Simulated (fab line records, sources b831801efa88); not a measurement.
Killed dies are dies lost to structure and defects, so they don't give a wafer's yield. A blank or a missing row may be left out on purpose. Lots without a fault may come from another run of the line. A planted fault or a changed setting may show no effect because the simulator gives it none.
One fault seen from 2 desks | flow gf180mcu | each desk has only its own numbers; what lay behind them comes last

THE TOOL OWNER'S DESK: cmp-01
The tool's own readings at GF_V1_CMP_26 (polishes, stops on SiO2, t overpolish 15 s, target thk 0 nm): means of the sampled wafers that have a number, for each lot that ran on this tool. A lot is out of limits, marked OUT, if its mean lies more than 4 standard deviations from the usual mean; the brackets give that distance.
Columns: A = motor_current_A at GF_V1_CMP_26, usual 11.3 A; B = overpolish_run_s at GF_V1_CMP_26, usual 15.000 s; C = time_to_endpoint_s at GF_V1_CMP_26, usual 82 s
lot  | first seen here | A    | B      | C
L766 | day 21 03:03    | 11.4 | 14.997 | 88
L777 | day 25 00:22    | 12.0 | 15.000 | 81
This desk's finding: nothing out of limits on any of the 2 lots.

THE METROLOGY DESK
What the gauges read, lot by lot, whatever tool the lot ran on: means of the sampled wafers that have a number. A lot is out of limits, marked OUT, if its mean lies more than 4 standard deviations from the usual mean; the brackets give that distance. Of its 11 readings 7 are shown: those that lie furthest out on some lot.
Columns: A = cd_nm at GF_V1_CD_MEAS_14, usual 260.2 nm; B = M2_ALCU_RS at GF_M2_RS_MEAS_05, usual 0.0698 ohm/sq; C = M2_ALCU_THK at GF_M2_THK_MEAS_06, usual 445 nm; D = cd_nm at GF_M2_CD_MEAS_14, usual 280.0 nm; E = M2_OVL at GF_M2_OVL_MEAS_15, usual 0 nm; F = V2_CVD_00_THK at GF_V2_THK_MEAS_01, usual 595 nm; G = V2_CVD_02_THK at GF_V2_THK_MEAS_03, usual 841 nm
lot  | first seen here | A     | B      | C   | D     | E  | F   | G
L758 | day 17 20:10    | 259.2 | 0.0692 | 449 | 279.9 | -1 | 593 | 843
L766 | day 21 01:45    | 258.5 | 0.0697 | 442 | 281.0 | 6  | 587 | 854
L773 | day 23 21:31    | 261.5 | 0.0708 | 435 | 280.3 | -2 | 595 | 843
L774 | day 24 04:57    | 259.7 | 0.0712 | 438 | 281.3 | 6  | 600 | 845
L777 | day 24 21:48    | 259.3 | 0.0699 | 448 | 277.9 | -4 | 602 | 843
This desk's finding: nothing out of limits on any of the 5 lots.

PUT TOGETHER
The tool owner's desk saw nothing out of limits.
The metrology desk saw nothing out of limits.

WHAT THE SIMULATOR HAD PUT IN
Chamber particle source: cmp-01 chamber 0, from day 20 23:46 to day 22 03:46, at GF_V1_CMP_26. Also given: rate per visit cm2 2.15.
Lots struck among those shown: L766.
